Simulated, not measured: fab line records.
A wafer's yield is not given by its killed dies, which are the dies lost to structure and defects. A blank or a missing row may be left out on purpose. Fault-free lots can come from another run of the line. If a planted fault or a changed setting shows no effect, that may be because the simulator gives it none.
Chamber matching -- flow gf180mcu -- 4 sister chambers for GF_V4_CMP_04 on cmp-01
The step polishes SiO2. 4 wafers are shown with their chamber, then 8 later ones without.

WAFERS PAIRED WITH THEIR CHAMBERS
wafer,chamber,motor-current-A (A)
L782.1,1,11.8
L782.2,2,12.1
L786.5,0,9.9
L795.3,3,14.0

WAFERS MISSING THEIR CHAMBER
wafer,motor-current-A (A)
L795.4,10.5
L795.5,13.0
L796.1,12.0
L796.4,12.1
L796.5,12.9
L798.2,12.0
L798.5,14.8
L798.6,10.3

WHICH CHAMBER EACH ONE RAN IN
wafer,from the rows above,in truth
L795.4,can't be placed: 0 or 1 or 2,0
L795.5,can't be placed: 2 or 3 or 1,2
L796.1,can't be placed: 2 or 1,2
L796.4,can't be placed: 2 or 1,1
L796.5,can't be placed: 2 or 1 or 3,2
L798.2,can't be placed: 2 or 1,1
L798.5,3,3
L798.6,can't be placed: 0 or 1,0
Correct placement for 1 of the 8. Unplaceable from these rows: 7, with the true chamber sitting among the candidates in 7. 0 placed wrongly.
How it was worked out, from the rows above alone: a wafer's distance from a chamber is the root of the sum, over the readings, of the square of ((its reading less the chamber's mean) divided by the reading's scatter). If the next closest chamber is less than 2 further off than the closest, the wafer can't be placed; otherwise it belongs to the closest. For every chamber, the mean is computed from those of its wafers that are shown. The scatter: with one shown wafer a chamber, the root of the mean of the squares of how far each hidden wafer lies from its nearest shown one.
